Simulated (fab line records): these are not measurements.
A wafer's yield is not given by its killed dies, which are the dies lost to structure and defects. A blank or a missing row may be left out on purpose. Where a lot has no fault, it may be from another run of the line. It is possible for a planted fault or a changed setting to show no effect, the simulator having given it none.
Problem report, 8D (eight disciplines) form, completed by code	flow gf180mcu	the parts of the form that need people (team, actions taken, sign-off) are left out

## 1. WHAT WENT WRONG
Mean of strip-time-to-endpoint-s at GF_HV_LDD_STRIP_49: 13.12 s across 6 wafers in 2 lots; on wafers with no fault it is 12.63 s (standard deviation 0.044). Relative to the usual mean, that is a shift of +11 standard deviations.
The step: strips in O2/N2.
First observed at day 15 01:00: wafer L386.1, on plasma-asher-01. At this step, 39 wafers from 13 lots have a number in the record. By rule, "out" or "out of limits" means more than 4 standard deviations away from the usual mean. The rest of the wafers with a number are treated as sound.

## 2. WHAT THIS IS AND IS NOT
question	is	is not
which readings at this step	strip-time-to-endpoint-s	drypump-motor-current-A, heater-power-w
which lots	L386, L387	L378, L379, L381, L383, L384, L385, L388, L397, L398, L400, L401
which wafers of those lots	all that have a number	-
read on which tools	plasma-asher-01, plasma-asher-02	plasma-asher-03
when	from day 15 01:00	up to then (18 sound wafers); but 15 sound wafers of L388, L397, L398, L400, L401 came after

## 3. WHAT RULES OUT EACH SUSPECT
Counting: a tool at any process step up to the reading remains a suspect when it ran all the lots that are out and ran no sound lot after the first of those.
- litho-track-03 at GF_HV_LDD_COAT_41 (resist thk 1000 nm): ruled out as a lasting fault. Following L386 (day 14 14:26), the first lot on it that is out, the sound lots L397 were run on it.
Left after counting: nothing in the record.

## 4. THE CAUSE (what the simulator had put in)
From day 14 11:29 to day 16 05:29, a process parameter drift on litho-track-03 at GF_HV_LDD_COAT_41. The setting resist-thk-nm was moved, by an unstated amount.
It was ruled out by counting, in error; the rule expects a fault to strike all lots run on its tool from its start on, and this fault did not.

## 5. THE EFFECT CHAIN, in route order
Each row: a reading where the mean over the struck wafers with a number is more than 3 standard deviations away from the usual. Readings are gone through only where the record gives a usual standard deviation; hours: the median, over the lots, of the time from a lot's start at the first step in this table giving one to that lot's start at this step; sigmas: the change measured in usual standard deviations.
hours	step	reading	usual	on struck wafers	change	sigmas
0	GF_HV_LDD_STRIP_49	strip-time-to-endpoint-s	12.63 s	13.12	+0.49	+11
Here are the process steps it includes:
- GF_HV_LDD_STRIP_49: strips in O2/N2.
Later measuring or inspecting steps at which every struck wafer that the step has a row for has a number for every such reading, and none has moved that far: GF_NSD_OVL_MEAS_08.

## 6. WHAT WOULD HAVE CAUGHT IT SOONER
The fault began at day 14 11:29; the first out-of-limits reading in this record came at day 15 01:00, 14 hours later.
An alarm limit of 4 standard deviations would not have fired on the tool readings at GF_HV_LDD_COAT_41 for which the record gives a usual standard deviation, since none of them was out on any struck wafer.
